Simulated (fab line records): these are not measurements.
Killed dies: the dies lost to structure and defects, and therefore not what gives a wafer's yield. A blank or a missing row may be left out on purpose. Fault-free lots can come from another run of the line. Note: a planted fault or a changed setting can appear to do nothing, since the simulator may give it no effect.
Which tool did it? + flow sky130 + 11 lots with 33 wafers sampled at 5 steps, on a route of 708 steps

## WHAT EACH GAUGE READ, for each wafer
SKY_POLY_GATE_THK_MEAS_01.
| lot  | measured     | on            | POLY_GATE_CVD_00_THK (nm) |
|------|--------------|---------------|---------------------------|
| L543 | day 13 17:48 | film metro-04 | 180.4 180.4 179.6         |
| L544 | day 14 07:32 | film metro-02 | 178.8 178.4 177.6         |
| L545 | day 14 19:57 | film metro-01 | 178.9 180.6 178.7         |
| L546 | day 15 04:10 | film metro-01 | 179.3 181.4 181.2         |
| L547 | day 15 08:55 | film metro-01 | 178.1 178.7 178.3         |
| L554 | day 18 01:03 | film metro-02 | 163.3 168.1 171.4         |
| L555 | day 18 10:10 | film metro-02 | 169.6 167.6 157.8         |
| L563 | day 21 06:33 | film metro-04 | 181.0 182.0 182.6         |
| L564 | day 21 14:59 | film metro-04 | 179.2 178.5 178.3         |
| L565 | day 21 17:34 | film metro-02 | 182.2 182.3 180.8         |
| L566 | day 22 04:48 | film metro-01 | 178.1 181.6 181.1         |

SKY_SD_N_TW_MEAS_12.
| lot  | measured     | on            | SD_N_TW        |
|------|--------------|---------------|----------------|
| L543 | day 27 15:44 | film metro-04 | 4032 3995 4011 |
| L544 | day 28 04:05 | film metro-02 | 4028 4029 4017 |
| L545 | day 29 02:34 | film metro-02 | 4019 3993 4025 |
| L546 | day 29 05:19 | film metro-02 | 4010 4037 4017 |
| L547 | day 29 09:10 | film metro-04 | 4023 4027 4044 |
| L554 | day 31 20:42 | film metro-01 | 3967 3958 3968 |
| L555 | day 32 04:11 | film metro-02 | 4005 3981 3994 |
| L563 | day 34 16:14 | film metro-02 | 4019 4009 4012 |
| L564 | day 35 02:08 | film metro-04 | 4047 4054 4020 |
| L565 | day 35 02:47 | film metro-04 | 4039 4036 4023 |
| L566 | day 35 14:27 | film metro-01 | 4027 4013 4024 |

SKY_SD_N_RS_MEAS_18: measures by four-point-probe.
| lot  | measured     | on            | RES_XHIGH_RS (ohm/sq) |
|------|--------------|---------------|-----------------------|
| L543 | day 27 16:17 | film metro-02 | 331.3 330.8 330.1     |
| L544 | day 28 04:36 | film metro-02 | 333.4 332.9 332.3     |
| L545 | day 29 03:07 | film metro-04 | 332.6 332.8 333.1     |
| L546 | day 29 05:50 | film metro-04 | 333.3 334.0 334.6     |
| L547 | day 29 09:42 | film metro-01 | 333.2 333.1 333.5     |
| L554 | day 31 21:14 | film metro-04 | 333.4 333.9 333.0     |
| L555 | day 32 04:43 | film metro-04 | 333.1 332.9 333.2     |
| L563 | day 34 16:47 | film metro-01 | 333.7 332.9 333.3     |
| L564 | day 35 02:40 | film metro-02 | 333.1 331.9 332.5     |
| L565 | day 35 03:19 | film metro-02 | 330.7 331.7 332.5     |
| L566 | day 35 14:59 | film metro-02 | 331.6 332.7 332.1     |

## EACH LOT AND THE TOOL THAT RAN IT (in order: tool; ch and the chambers of the sampled wafers; start)
| lot  | SKY_POLY_GATE_CVD_00        | SKY_POLY_GATE_ETCH_17            |
|------|-----------------------------|----------------------------------|
| L543 | lpcvd-01 ch 1, day 13 16:35 | rie si-01 ch 0,1, day 16 01:20   |
| L544 | lpcvd-01 ch 1, day 14 06:20 | rie si-01 ch 0,1,3, day 16 15:31 |
| L545 | lpcvd-01 ch 0, day 14 18:43 | rie si-01 ch 1,2,3, day 17 07:24 |
| L546 | lpcvd-01 ch 1, day 15 02:56 | rie si-02 ch 0,2,3, day 17 15:34 |
| L547 | lpcvd-01 ch 0, day 15 07:42 | rie si-01 ch 1,2, day 17 20:13   |
| L554 | lpcvd-01 ch 1, day 17 23:14 | rie si-01 ch 0,1,2, day 20 18:19 |
| L555 | lpcvd-01 ch 1, day 18 08:58 | rie si-02 ch 0,1,2, day 21 02:41 |
| L563 | lpcvd-01 ch 1, day 21 05:20 | rie si-02 ch 2,3, day 23 20:40   |
| L564 | lpcvd-01 ch 0, day 21 13:47 | rie si-01 ch 0,1,3, day 24 04:55 |
| L565 | lpcvd-01 ch 0, day 21 16:21 | rie si-02 ch 1,3, day 24 06:22   |
| L566 | lpcvd-01 ch 0, day 22 03:35 | rie si-01 ch 0,1,2, day 24 17:47 |
- SKY_POLY_GATE_CVD_00: deposits poly-Si, target thk 180 nm, time 720 s.
- SKY_POLY_GATE_ETCH_17: etches poly-Si in HBr/Cl2, stops on SiO2, target depth 180 nm, time 70.5 s.

## AS READ BY THE TOOLS THEMSELVES (means over the sampled wafers that have a number; for cases with no such wafer, the mark the record gives instead)
SKY_POLY_GATE_CVD_00.
| lot  | tool     | spike tc centre C (C) | spike tc upper C (C) | zone power centre pct (%) | zone power lower pct (%) | zone power upper pct (%) |
|------|----------|-----------------------|----------------------|---------------------------|--------------------------|--------------------------|
| L543 | lpcvd-01 | 620.4                 | 621.3                | 8.8                       | 9.56                     | 9.10                     |
| L544 | lpcvd-01 | 621.6                 | 620.7                | 8.9                       | 9.54                     | 9.14                     |
| L545 | lpcvd-01 | 619.8                 | 619.9                | 9.7                       | 8.98                     | 9.04                     |
| L546 | lpcvd-01 | 622.0                 | 619.7                | 8.9                       | 9.49                     | 9.09                     |
| L547 | lpcvd-01 | 618.8                 | 620.3                | 9.6                       | 8.98                     | 9.07                     |
| L554 | lpcvd-01 | 592.9                 | 624.2                | 4.4                       | 12.01                    | 11.48                    |
| L555 | lpcvd-01 | 593.6                 | 625.1                | 4.4                       | 12.11                    | 11.57                    |
| L563 | lpcvd-01 | 621.6                 | 620.7                | 8.8                       | 9.62                     | 9.03                     |
| L564 | lpcvd-01 | 620.1                 | 619.8                | 9.6                       | 8.97                     | 9.15                     |
| L565 | lpcvd-01 | 619.6                 | 619.5                | 9.6                       | 8.97                     | 8.91                     |
| L566 | lpcvd-01 | 619.0                 | 619.0                | 9.7                       | 9.02                     | 9.07                     |

SKY_POLY_GATE_ETCH_17.
| lot  | tool      | drypump motor current A (A) | oes product au (a.u.) | throttle valve pct (%) |
|------|-----------|-----------------------------|-----------------------|------------------------|
| L543 | rie si-01 | 6.0                         | 0.990                 | 33.683                 |
| L544 | rie si-01 | 6.1                         | 0.976                 | 33.685                 |
| L545 | rie si-01 | 6.2                         | 0.981                 | 33.683                 |
| L546 | rie si-02 | 5.7                         | 0.984                 | 33.679                 |
| L547 | rie si-01 | 6.3                         | 0.983                 | 33.682                 |
| L554 | rie si-01 | 6.1                         | 0.948                 | 33.675                 |
| L555 | rie si-02 | 5.7                         | 0.934                 | 33.687                 |
| L563 | rie si-02 | 5.8                         | 0.989                 | 33.687                 |
| L564 | rie si-01 | 6.1                         | 0.984                 | 33.685                 |
| L565 | rie si-02 | 5.8                         | 0.986                 | 33.684                 |
| L566 | rie si-01 | 6.1                         | 0.989                 | 33.685                 |

## THE ANSWER, worked out from the rows above alone
Rule: the usual values come from the lots themselves. Put in order of their means at a reading, lots are off if they are a third of the lots or fewer, leave a main group of 4 or more, and stand apart from it by a gap of 3 or more times the standard deviation of the main group's means; of several such gaps the widest counts. Not used: any main group whose means are identical at the precision the tables above print for the reading. Also off: a lot with no number at a reading for which 4 or more lots have one. All remaining lots with rows at the step are treated as sound. After the gauges, taken in route order, come the tools' own readings; for these a lot's mean is taken, as printed above. The first step at which some lot is off is used, and at that step the reading that is off furthest; a lot without a number counts as furthest.
Off: at SKY_POLY_GATE_THK_MEAS_01 (POLY_GATE_CVD_00_THK), L554, L555. Mean 179.9 nm and standard deviation 1.3 in the main group.
A tool fits if, at a process step before that reading, it ran every lot that is off, and no sound lot after the first of them. The gauges at SKY_POLY_GATE_THK_MEAS_01 aren't tried: what is off there is off at SKY_POLY_GATE_CVD_00 too, on other tools, and a gauge's error can't cause that. Of those tried, none fits.

## WHAT HAD BEEN PUT IN BY THE SIMULATOR
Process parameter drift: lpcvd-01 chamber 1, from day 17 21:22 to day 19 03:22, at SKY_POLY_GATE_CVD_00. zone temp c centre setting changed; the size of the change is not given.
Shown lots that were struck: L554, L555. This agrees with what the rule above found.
